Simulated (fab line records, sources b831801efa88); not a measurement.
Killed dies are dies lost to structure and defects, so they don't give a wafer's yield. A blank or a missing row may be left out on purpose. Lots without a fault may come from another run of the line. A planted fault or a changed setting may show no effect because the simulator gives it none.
fab line records | flow sky130
record lots=11 wafers=33 last_day=50
route steps=708 shown CAPM@537 METAL3@568 VIA3@594 PAD_OPEN@708
lots that met no fault: from a run of the same line without faults
start_h: hours from the record's first day to the start of the lot's first wafer shown | wait_h: hours since the lot's step before | " the same as in the row above | L1.1+2: a row that stands for several wafers | - no value, or no start given | * or withheld: withheld | < > ~ a bound
route shown NAME@n: a module of which the file shows steps, and the number in the route of the first | usual: mean/standard deviation of fault-free wafers | same: alike in all rows | chamber/n: place in a boat | sites: the reading at each site | _std_site: their standard deviation | _edge_site: outer sites' mean less inner sites' | radius_mm: how far each site lies from the wafer's centre | mask NAME#n: copy n | behind: the tool/chamber that last shaped the wafer | hold: why the lot was held/for how many hours/how that ended | device: the transistor (n, p or np) that didn't switch | end of line: the same wafers' tests at the end of the route | a step without rows: its recipe alone | killed: dies lost to structure and defects at the first sort, not the wafer's yield | map: a wafer's dies, x killed, . not, _ none there
set.NAME: the setting as run; set.NAME@STEP: as run at that earlier step | model.NAME: the simulator's own value behind a step, which no gauge read
steps of the route over a sample of lots; a table a step, a row a wafer
services: from which hour (start_h, from the record's first day; less than 0 if before it) a tool's chamber was out of use, for how many hours, and why
## steps
# step SKY_CAPM_CVD_00
# recipe material=SiO2 target_thk_nm=15.5 temp_c=400 time_s=withheld rf_w=450
# usual heater_power_w=734/99
# columns lot.wafer tool chamber start_h wait_h heater_power_w
L506.1 pecvd-02 0 856.66 0.0 548
L506.3 " 1 " " 857
L506.6 " 0 " " 574
L510.1 pecvd-03 1 889.55 0.0 582
L510.5 " 0 " " 903
L510.6 " 1 " " 601
L511.2 pecvd-03 0 899.24 0.0 779
L511.3 " 2 " " 759
L511.5 " 2 " " 778
L518.2 pecvd-01 1 947.47 0.0 655
L518.4 " 2 " " 657
L518.6 " 2 " " 680
L519.1 pecvd-03 2 961.91 0.0 776
L519.2 " 0 " " 769
L519.5 " 2 " " 792
L520.3 pecvd-01 0 966.11 0.0 695
L520.4 " 2 " " 684
L520.5 " 0 " " 715
L521.1 pecvd-02 2 978.61 0.0 758
L521.3 " 1 " " 878
L521.5 " 0 " " 586
L523.2 pecvd-02 1 996.31 0.0 877
L523.3 " 2 " " 770
L523.5 " 1 " " 887
L525.3 pecvd-02 1 997.58 0.0 913
L525.4 " 1 " " 908
L525.6 " 0 " " 588
L526.2 pecvd-01 2 1003.78 0.0 732
L526.3 " 1 " " 697
L526.5 " 0 " " 747
L527.2 pecvd-02 1 1007.98 0.0 919
L527.3 " 2 " " 744
L527.5 " 0 " " 671
# step SKY_METAL3_METAL_ETCH_18
# recipe target_depth_a=8450 stop_on=SiO2 over_etch_frac=0.3 time_s=183.1 chemistry=Cl2/BCl3 resist_sidewall_deg=88 pressure_mtorr=10 icp_w=900 bias_w=48.5 Cl2_flow_sccm=60 bcl3_flow_sccm=30
# usual drypump_motor_current_A=5.8/0.37 mfc_cl2_sccm=60.03/0.21 oes_product_au=0.865/0.0061 throttle_valve_pct=22.263/0.0091
# columns lot.wafer tool chamber start_h wait_h drypump_motor_current_A mfc_cl2_sccm oes_product_au rf_hours_counter_h throttle_valve_pct
L506.1 rie_metal-04 1 909.89 0.0 6.0 59.66 0.857 11 22.273
L506.3 " 1 " " 6.0 59.75 0.864 - 22.257
L506.6 " 1 " " 6.0 59.88 0.861 - 22.284
L510.1 rie_metal-04 0 939.80 0.0 5.7 59.91 0.864 14 22.274
L510.5 " 1 " " 6.0 60.36 0.859 - 22.250
L510.6 " 0 " " 5.7 59.61 0.872 - 22.255
L511.2 rie_metal-01 1 949.49 0.0 5.3 59.99 0.858 12 22.277
L511.3 " 1 " " 5.2 60.21 0.857 - 22.280
L511.5 " 1 " " 5.3 60.25 0.854 - 22.256
L518.2 rie_metal-03 1 996.25 0.1 6.0 59.66 0.885 - 22.263
L518.4 " 1 " " 6.0 59.67 0.863 - 22.270
L518.6 " 1 " " 6.0 59.94 0.867 - 22.258
L519.1 rie_metal-04 1 1009.94 0.0 6.0 59.86 0.866 16 22.255
L519.2 " 0 " " 5.7 59.72 0.870 18 22.274
L519.5 " 1 " " 6.0 60.09 0.867 - 22.248
L520.3 rie_metal-04 0 1015.10 0.1 5.7 60.19 0.863 - 22.255
L520.4 " 1 " " 6.0 60.16 0.859 - 22.267
L520.5 " 1 " " 6.0 60.26 0.853 - 22.265
L521.1 rie_metal-03 1 1025.37 0.0 6.0 59.99 0.867 23 22.251
L521.3 " 1 " " 6.1 59.85 0.867 - 22.276
L521.5 " 0 " " 5.4 59.78 0.869 - 22.238
L523.2 rie_metal-01 0 1042.43 0.0 6.3 60.14 0.874 16 22.256
L523.3 " 1 " " 5.3 60.61 0.866 - 22.267
L523.5 " 1 " " 5.3 60.33 0.860 - 22.271
L525.3 rie_metal-04 1 1043.91 0.1 6.1 60.00 0.865 - 22.268
L525.4 " 0 " " 5.7 60.14 0.874 - 22.258
L525.6 " 1 " " 6.0 59.94 0.863 - 22.249
L526.2 rie_metal-03 0 1049.50 0.1 5.4 60.14 0.876 - 22.249
L526.3 " 0 " " 5.4 60.05 0.861 - 22.255
L526.5 " 0 " " 5.4 60.03 0.861 - 22.261
L527.2 rie_metal-01 0 1052.87 0.0 6.4 60.04 0.863 17 22.252
L527.3 " 0 " " 6.4 59.78 0.870 - 22.266
L527.5 " 0 " " 6.3 59.89 0.862 - 22.282
# step SKY_METAL3_STRIP_19
# recipe chemistry=O2/N2 power_w=1400 pressure_mtorr=1500 platen_temp_c=withheld o2_flow_sccm=3000 n2_flow_sccm=300 overash_fraction=0.5
# usual drypump_motor_current_A=5.4/0.41 o2_flow_sccm=3001/9.7 oes_product_au=0.504/0.0048 strip_time_to_endpoint_s=6.57/0.066
# same overash_fraction=0.5
# columns lot.wafer tool chamber start_h wait_h drypump_motor_current_A o2_flow_sccm oes_product_au rf_hours_counter_h strip_time_to_endpoint_s
L506.1 plasma_asher-01 1 910.07 0.1 5.4 2993 0.501 21 6.62
L506.3 " 0 " " 6.1 2997 0.507 - 6.65
L506.6 " 1 " " 5.4 2983 0.507 - 6.71
L510.1 plasma_asher-03 0 939.98 0.1 5.0 2992 0.508 116 6.64
L510.5 " 1 " " 5.8 3003 0.515 - 6.67
L510.6 " 0 " " 5.0 3005 0.509 - 6.66
L511.2 plasma_asher-01 0 949.67 0.1 6.1 2995 0.498 25 6.46
L511.3 " 0 " " 6.1 2984 0.497 - 6.50
L511.5 " 0 " " 6.1 2997 0.501 - 6.48
L518.2 plasma_asher-04 1 996.55 0.2 5.1 3007 0.504 72 6.62
L518.4 " 1 " " 5.1 3016 0.508 - 6.54
L518.6 " 0 " " 5.1 2998 0.499 - 6.54
L519.1 plasma_asher-04 0 1010.12 0.1 5.1 3006 0.508 74 6.55
L519.2 " 1 " " 5.1 3006 0.503 74 6.57
L519.5 " 0 " " 5.1 2990 0.510 - 6.62
L520.3 plasma_asher-04 1 1015.25 0.1 5.1 3008 0.508 - 6.62
L520.4 " 0 " " 5.1 3006 0.507 - 6.63
L520.5 " 1 " " 5.1 2996 0.502 - 6.66
L521.1 plasma_asher-03 0 1025.55 0.1 5.0 3002 0.497 125 6.57
L521.3 " 0 " " 5.0 2988 0.500 - 6.56
L521.5 " 0 " " 5.0 3001 0.509 - 6.64
L523.2 plasma_asher-01 1 1042.61 0.1 5.4 3013 0.513 32 6.60
L523.3 " 0 " " 6.1 3015 0.510 - 6.51
L523.5 " 1 " " 5.4 3012 0.503 - 6.53
L525.3 plasma_asher-01 0 1044.06 0.1 6.1 2991 0.513 - 6.61
L525.4 " 1 " " 5.4 3012 0.505 - 6.59
L525.6 " 0 " " 6.1 2998 0.518 - 6.67
L526.2 plasma_asher-04 1 1049.90 0.3 5.1 2996 0.504 78 6.50
L526.3 " 1 " " 5.1 3001 0.498 - 6.58
L526.5 " 1 " " 5.1 3005 0.500 - 6.52
L527.2 plasma_asher-04 0 1053.05 0.1 5.1 3011 0.506 78 6.51
L527.3 " 0 " " 5.2 3010 0.501 - 6.48
L527.5 " 0 " " 5.1 2987 0.504 - 6.54
# step SKY_VIA3_CVD_21
# recipe material=W target_thk_nm=390 time_s=117.31 temp_c=400 pressure_torr=40
# usual chamber_pressure_Torr=40.00/0.085 heater_power_w=820/74
# columns lot.wafer tool chamber start_h wait_h chamber_pressure_Torr heater_power_w
L506.1 cvd_w-01 1 936.60 0.0 39.96 845
L506.3 " 1 " " 40.00 861
L506.6 " 0 " " 40.06 912
L510.1 cvd_w-01 1 966.28 0.0 40.14 860
L510.5 " 0 " " 42.38 951
L510.6 " 1 " " 40.08 863
L511.2 cvd_w-01 1 976.13 0.0 39.87 844
L511.3 " 1 " " 39.92 862
L511.5 " 0 " " 42.53 901
L518.2 cvd_w-02 0 1022.02 0.0 40.02 726
L518.4 " 0 " " 40.13 725
L518.6 " 0 " " 40.01 717
L519.1 cvd_w-01 0 1034.68 0.0 40.02 917
L519.2 " 1 " " 39.99 852
L519.5 " 0 " " 39.97 924
L520.3 cvd_w-02 0 1038.65 0.1 40.09 728
L520.4 " 1 " " 39.79 787
L520.5 " 0 " " 40.08 711
L521.1 cvd_w-02 0 1050.38 0.0 39.95 733
L521.3 " 1 " " 40.04 836
L521.5 " 0 " " 39.95 709
L523.2 cvd_w-01 1 1066.77 0.0 39.98 858
L523.3 " 1 " " 40.08 866
L523.5 " 1 " " 40.12 880
L525.3 cvd_w-01 0 1068.58 0.1 39.90 916
L525.4 " 1 " " 40.14 868
L525.6 " 1 " " 39.98 884
L526.2 cvd_w-01 1 1074.12 0.0 39.95 868
L526.3 " 1 " " 40.04 886
L526.5 " 1 " " 39.97 863
L527.2 cvd_w-02 0 1076.18 0.0 40.08 735
L527.3 " 1 " " 39.93 807
L527.5 " 1 " " 39.93 829
# step SKY_VIA3_RS_MEAS_22
# recipe thk_meas_gauge=four-point-probe reads=W_of_VIA3_CVD_21+TiN_of_VIA3_SPUTTER_20
# usual VIA3_W_RS=0.295/0.0043
# columns lot.wafer tool chamber start_h wait_h VIA3_W_RS[ohm/sq]
L506.1 film_metro-04 - 936.73 0.1 0.294
L506.3 " - " " 0.295
L506.6 " - " " 0.291
L510.1 film_metro-01 - 966.41 0.1 0.302
L510.5 " - " " 0.284
L510.6 " - " " 0.300
L511.2 film_metro-01 - 976.27 0.1 0.294
L511.3 " - " " 0.295
L511.5 " - " " 0.282
L518.2 film_metro-04 - 1022.17 0.1 0.296
L518.4 " - " " 0.297
L518.6 " - " " 0.297
L519.1 film_metro-01 - 1034.80 0.1 0.285
L519.2 " - " " 0.288
L519.5 " - " " 0.286
L520.3 film_metro-04 - 1038.77 0.1 0.298
L520.4 " - " " 0.293
L520.5 " - " " 0.294
L521.1 film_metro-01 - 1050.50 0.1 0.293
L521.3 " - " " 0.300
L521.5 " - " " 0.295
L523.2 film_metro-02 - 1066.91 0.1 0.298
L523.3 " - " " 0.296
L523.5 " - " " 0.295
L525.3 film_metro-04 - 1068.70 0.1 0.289
L525.4 " - " " 0.297
L525.6 " - " " 0.296
L526.2 film_metro-01 - 1074.26 0.1 0.292
L526.3 " - " " 0.290
L526.5 " - " " 0.291
L527.2 film_metro-04 - 1076.33 0.1 0.297
L527.3 " - " " 0.298
L527.5 " - " " 0.300
# step SKY_PAD_OPEN_PROBE_99
# usual defect_limited_yield=82.4/2.1 killed_at_M0_to_M3=43/7.4 killed_at_M4_up=3.1/1.9 killed_at_contacts=25/5.4 killed_at_front_end=15/4.3 killed_at_other=0.3/0.54 killed_dies=86/10 killed_on_rim=17/4 killed_open=46/7.4 killed_short=40/7 sort_bin_3_pad_short=0.9/0.39 sort_bin_5_function=10.3/1.6 sort_bin_6_memory=6.4/1.1 sort_n_pass=406/10 sort_yield_pct=82.4/2.1
# same gross_dies=492 killed_at_back_side=0 sort_bin_4_leakage[%]=0 sort_bin_8_speed[%]=0
# columns lot.wafer tool chamber start_h wait_h defect_limited_yield[%] killed_at_M0_to_M3 killed_at_M4_up killed_at_contacts killed_at_front_end killed_at_other killed_dies killed_on_rim killed_open killed_short sort_bin_3_pad_short[%] sort_bin_5_function[%] sort_bin_6_memory[%] sort_n_pass sort_yield_pct[%]
L511.2 prober-01 - 1114.26 0.1 81.5 45 2 31 13 0 91 13 49 42 0.4 11.2 6.9 401 81.5
L511.3 prober-01 - 1114.31 0.2 83.5 36 4 26 15 0 81 14 56 25 0.6 9.6 6.3 411 83.5
L511.5 prober-01 - 1114.41 0.2 79.3 53 2 30 16 1 102 23 60 42 1.2 13.0 6.5 390 79.3
L518.2 prober-02 - 1152.29 0.1 81.5 45 4 21 21 0 91 18 51 40 1.0 12.0 5.5 401 81.5
L518.4 prober-02 - 1152.39 0.2 76.4 64 4 29 19 0 116 24 60 56 0.8 15.2 7.5 376 76.4
L518.6 prober-02 - 1152.49 0.2 79.9 46 4 26 22 1 99 25 48 51 1.4 11.0 7.7 393 79.9
L519.1 prober-01 - 1162.74 0.1 83.1 37 0 29 15 2 83 14 51 31 0.4 8.7 7.7 409 83.1
L519.2 prober-01 - 1162.79 0.1 81.7 47 2 20 20 1 90 18 45 45 0.8 12.0 5.5 402 81.7
L519.5 prober-01 - 1162.94 0.2 81.1 41 4 24 23 1 93 13 44 49 0.4 10.8 7.7 399 81.1
L520.3 prober-02 - 1166.59 0.2 80.3 54 2 29 12 0 97 21 51 45 1.4 10.6 7.7 395 80.3
L520.4 prober-02 - 1166.64 0.2 81.3 44 2 33 13 0 92 21 52 40 0.6 12.2 5.9 400 81.3
L520.5 prober-02 - 1166.69 0.2 83.7 42 2 23 13 0 80 18 34 45 0.6 10.2 5.5 412 83.7
# killed by level:class
L511.2 VIA1:geometric_particle:open=11 CONTACT:geometric_particle:open=10 VIA2:geometric_particle:open=10 LOCAL_INTERCONNECT:geometric_particle:short=7 METAL1:geometric_particle:short=6 LI_CONTACT:geometric_particle:open=5 CONTACT:geometric_particle:short=5 POLY_GATE:geometric_particle:short=4
L511.3 CONTACT:geometric_particle:open=17 VIA1:geometric_particle:open=9 VIA2:geometric_particle:open=7 FIELD_ISO:geometric_particle:short=5 LI_CONTACT:geometric_particle:open=5 VIA3:geometric_particle:open=5 METAL1:geometric_particle:short=5 FIELD_ISO:geometric_particle:open=4
L511.5 CONTACT:geometric_particle:open=14 VIA1:geometric_particle:open=12 VIA3:geometric_particle:open=7 LI_CONTACT:geometric_particle:open=6 METAL1:geometric_particle:short=6 FIELD_ISO:geometric_particle:open=5 FIELD_ISO:geometric_particle:short=5 LOCAL_INTERCONNECT:geometric_particle:short=5
L518.2 CONTACT:geometric_particle:open=9 VIA1:geometric_particle:open=9 VIA2:geometric_particle:open=9 POLY_GATE:geometric_particle:short=6 VIA2:geometric_particle:short=6 FIELD_ISO:geometric_particle:short=5 CONTACT:geometric_particle:short=5 VIA3:geometric_particle:open=5
L518.4 VIA1:geometric_particle:open=13 METAL2:geometric_particle:short=11 POLY_GATE:geometric_particle:open=8 LI_CONTACT:geometric_particle:open=8 VIA1:geometric_particle:short=7 CONTACT:geometric_particle:open=7 VIA3:geometric_particle:open=6 METAL1:geometric_particle:short=6
L518.6 CONTACT:geometric_particle:open=12 VIA3:geometric_particle:open=9 METAL1:geometric_particle:short=9 VIA1:geometric_particle:open=8 VIA1:geometric_particle:short=6 CONTACT:geometric_particle:short=6 POLY_GATE:geometric_particle:short=5 METAL2:geometric_particle:short=5
L519.1 VIA1:geometric_particle:open=13 LI_CONTACT:geometric_particle:open=12 LI_CONTACT:geometric_particle:short=9 VIA2:geometric_particle:open=6 METAL1:geometric_particle:short=5 VIA3:geometric_particle:open=5 CONTACT:geometric_particle:open=4 FIELD_ISO:geometric_particle:short=3
L519.2 VIA1:geometric_particle:open=9 CONTACT:geometric_particle:open=7 METAL1:geometric_particle:short=7 LOCAL_INTERCONNECT:geometric_particle:short=6 METAL2:geometric_particle:short=6 POLY_GATE:geometric_particle:short=5 LI_CONTACT:geometric_particle:open=5 VIA3:geometric_particle:open=5
L519.5 LI_CONTACT:geometric_particle:open=8 VIA1:geometric_particle:open=8 CONTACT:geometric_particle:open=7 FIELD_ISO:geometric_particle:short=6 METAL1:geometric_particle:short=6 VIA1:geometric_particle:short=5 METAL2:geometric_particle:short=5 VIA2:geometric_particle:open=5
L520.3 VIA1:geometric_particle:open=15 VIA1:geometric_particle:short=12 LI_CONTACT:geometric_particle:open=8 CONTACT:geometric_particle:short=7 VIA2:geometric_particle:open=6 VIA3:geometric_particle:open=6 LI_CONTACT:geometric_particle:short=5 CONTACT:geometric_particle:open=5
L520.4 CONTACT:geometric_particle:open=20 VIA1:geometric_particle:open=8 CONTACT:geometric_particle:short=6 VIA1:geometric_particle:short=6 METAL2:geometric_particle:short=6 VIA2:geometric_particle:open=6 METAL1:geometric_particle:short=5 POLY_GATE:geometric_particle:open=4
L520.5 METAL2:geometric_particle:short=8 CONTACT:geometric_particle:short=7 VIA1:geometric_particle:open=7 FIELD_ISO:geometric_particle:open=6 LI_CONTACT:geometric_particle:short=6 METAL1:geometric_particle:short=6 VIA1:geometric_particle:short=6 CONTACT:geometric_particle:open=4
## services
# columns tool chamber start_h hours kind
pecvd-03 0 840.50 3.5 repair
plasma_asher-04 - 845.96 0.9 repair
pecvd-01 - 846.74 1.3 repair
cvd_w-01 0 850.31 12.8 repair
pecvd-01 - 859.19 0.7 repair
rie_metal-01 - 863.92 2.8 pm
plasma_asher-04 - 876.39 15.6 pm
rie_metal-03 - 880.64 0.6 repair
plasma_asher-04 - 882.91 26.0 repair
cvd_w-01 - 887.22 1.0 repair
cvd_w-01 - 890.53 2.8 repair
cvd_w-01 - 904.15 14.0 pm
plasma_asher-04 - 944.23 0.4 repair
plasma_asher-01 - 960.59 14.3 repair
pecvd-03 - 969.99 28.1 pm
rie_metal-01 1 980.49 15.3 repair
cvd_w-02 0 981.55 4.9 repair
rie_metal-03 0 994.42 15.9 repair
rie_metal-04 - 1010.92 2.8 pm
pecvd-01 - 1044.52 6.0 pm
plasma_asher-01 - 1047.98 6.6 repair
rie_metal-04 - 1051.05 0.1 repair
plasma_asher-04 - 1070.27 0.7 repair
cvd_w-01 - 1075.66 3.0 repair
## key
first_sign step=SKY_VIA3_CVD_21 reading=chamber_pressure_Torr direction=up sigmas=29 usual=40.00 struck=42.46
effect step=SKY_VIA3_RS_MEAS_22 reading=VIA3_W_RS direction=down sigmas=2.8 usual=0.295 struck=0.283
met_at SKY_VIA3_CVD_21
struck_lots L510,L511
struck_wafers L510.5,L511.5
not_acting_at SKY_CAPM_CVD_00,SKY_METAL3_METAL_ETCH_18,SKY_METAL3_STRIP_19
onset_between 936.60 966.28
fault kind=process_parameter_drift tool=cvd_w-01 chamber=0 onset_h=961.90 steps=SKY_VIA3_CVD_21 channel=pressure_torr offset=2.4507 shape=step end_h=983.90 acts_in=these_recipes_only stated=40
